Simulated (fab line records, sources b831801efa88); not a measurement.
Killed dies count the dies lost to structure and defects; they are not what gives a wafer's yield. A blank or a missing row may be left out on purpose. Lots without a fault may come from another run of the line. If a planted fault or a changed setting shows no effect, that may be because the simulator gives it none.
Problem report, 8D (eight disciplines) form, completed by code ; flow sky130 ; the parts of the form that need people (team, actions taken, sign-off) are left out

== 1. WHAT WENT WRONG ==
Mean LI_CONTACT_HDPCVD_THK at SKY_LI_CONTACT_THK_MEAS_01: 1411 nm over 2 wafers in 2 lots; fault-free wafers: 929 nm, standard deviation 8.4. That is +57 standard deviations from the usual mean.
First seen on wafer L119.3, day 34 01:46, on film_metro-03. At this step, 34 wafers from 12 lots have a number in the record. Rule for "out", or "out of limits": more than 4 standard deviations from the usual mean. The other wafers with a number count as sound.

== 2. WHAT IT IS, WHAT IT ISN'T ==
question;is;is not
which readings at this step;LI_CONTACT_HDPCVD_THK;-
which lots;L119, L121;L103, L105, L106, L107, L108, L109, L110, L112, L113, L123
which wafers of those lots;L119.3, L121.3;L119.6, L121.5
read on which gauges;film_metro-02, film_metro-03;film_metro-01
when;from day 34 01:46;"up to then (28 sound wafers); but 4 sound wafers of L121, L123 came after"

== 3. THE SUSPECTS, EACH WITH WHAT RULES IT OUT ==
Counting: any tool at a process step up to the reading remains a suspect provided it ran every lot that is out. Sound lots after the first of them don't rule it out here, since some wafers of a struck lot are sound.
- the gauge at SKY_LI_CONTACT_THK_MEAS_01: ruled out. The wafers that are out were read on 2 gauges (film_metro-02, film_metro-03).
- hdpcvd-02 at SKY_LI_CONTACT_HDPCVD_00 (deposits PSG, target thk 930 nm, time 155 s): kept. Every lot that is out went through it, the first being L119 (day 34 01:38); the last sound lot it ran before that was L112 (day 31 14:16). Out on those wafers are its own readings of run_length_s.
The count leaves hdpcvd-02 at SKY_LI_CONTACT_HDPCVD_00.

== 4. THE CAUSE (what the simulator had put in) ==
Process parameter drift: hdpcvd-02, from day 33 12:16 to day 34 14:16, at SKY_LI_CONTACT_HDPCVD_00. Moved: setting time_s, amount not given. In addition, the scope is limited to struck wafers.
This tool alone remained once counting was done.

== 5. THE CHAIN OF EFFECTS, in route order ==
Each row: a reading where the mean over the struck wafers with a number is more than 3 standard deviations away from the usual. Only readings whose record carries a usual standard deviation are examined. hours: median over the lots of the time between each lot's start at the first step of this table that gives one and its start at this step. sigmas: the change, counted in usual standard deviations.
hours;step;reading;usual;on struck wafers;change;sigmas
0;SKY_LI_CONTACT_HDPCVD_00;run_length_s;182.8 s;264.5;+81.7;+99 or more
0;SKY_LI_CONTACT_THK_MEAS_01;LI_CONTACT_HDPCVD_THK;929 nm;1411;+482;+57
1;SKY_LI_CONTACT_CMP_02;time_to_endpoint_s;33.0 s;82.7;+49.7;+24
Its process steps:
- SKY_LI_CONTACT_HDPCVD_00: deposits PSG, target thk 930 nm, time 155 s.
- SKY_LI_CONTACT_CMP_02: polishes PSG.

== 6. HOW IT WOULD HAVE BEEN CAUGHT EARLIER ==
In this record the first reading out of limits at a measuring or inspecting step was taken at day 34 01:46, 13 hours after the fault began at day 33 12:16.
The tool's own readings at SKY_LI_CONTACT_HDPCVD_00 were out on every struck wafer that the step has a row for (run_length_s): an alarm limit on them would have fired on the first of those.
Lots out: 2; of these, L121 started SKY_LI_CONTACT_HDPCVD_00 on hdpcvd-02 after day 34 01:46. Had the tool been put on hold then, it would have been spared.
